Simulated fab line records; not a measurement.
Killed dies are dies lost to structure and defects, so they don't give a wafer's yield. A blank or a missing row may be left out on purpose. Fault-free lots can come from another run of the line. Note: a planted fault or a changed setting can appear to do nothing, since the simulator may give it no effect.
2 desks looking at one fault -- flow gf180mcu -- numbers are kept per desk, each desk with only its own; the story behind them comes last

## THE METROLOGY DESK
Lot by lot, what the gauges showed, no matter which tool ran the lot: averages of those sampled wafers that carry a number. The brackets show how far a lot's mean lies from the usual mean; more than 4 standard deviations puts the lot out of limits, marked OUT.
Columns: A = V5_W_THK at GF_V5_THK_MEAS_25, usual 351 nm
lot,first seen here,A
L271,day 27 06:13,352
L272,day 27 11:25,347
L273,day 27 21:50,352
L274,day 28 07:23,351
L276,day 28 21:13,356
L277,day 29 07:09,355
L278,day 29 17:32,351
L279,day 29 20:06,350
L280,day 29 23:57,349
L281,day 30 07:02,348
L282,day 30 17:13,343
L284,day 31 04:58,355
L287,day 32 00:02,348
L288,day 32 05:20,355
This desk's finding: nothing out of limits on any of the 14 lots.

## FOR THE TOOL OWNER'S DESK: wetBench-02
The tool's own readings at GF_SALICIDE_CLEAN_00 (cleans in SC1/SC2, time 150 s): means of the sampled wafers that have a number, for each lot that ran on this tool. The brackets show how far a lot's mean lies from the usual mean; more than 4 standard deviations puts the lot out of limits, marked OUT.
Columns: A = bathGuardTempC at GF_SALICIDE_CLEAN_00, usual 69.8 C; B = tempC at GF_SALICIDE_CLEAN_00, usual 70.00 C
lot,first seen here,A,B
L273,day 15 16:58,69.1,70.07
L279,day 18 01:46,70.8,70.02
L284,day 19 18:23,69.2,69.93
L287,day 20 21:29,70.8,69.96
L288,day 21 07:26,69.3,69.95
This desk's finding: nothing out of limits on any of the 5 lots.

## PUT TOGETHER
From the metrology desk's view, nothing was out of limits.
The desk of the tool owner found nothing out of limits.

## WHAT HAD BEEN PUT IN BY THE SIMULATOR
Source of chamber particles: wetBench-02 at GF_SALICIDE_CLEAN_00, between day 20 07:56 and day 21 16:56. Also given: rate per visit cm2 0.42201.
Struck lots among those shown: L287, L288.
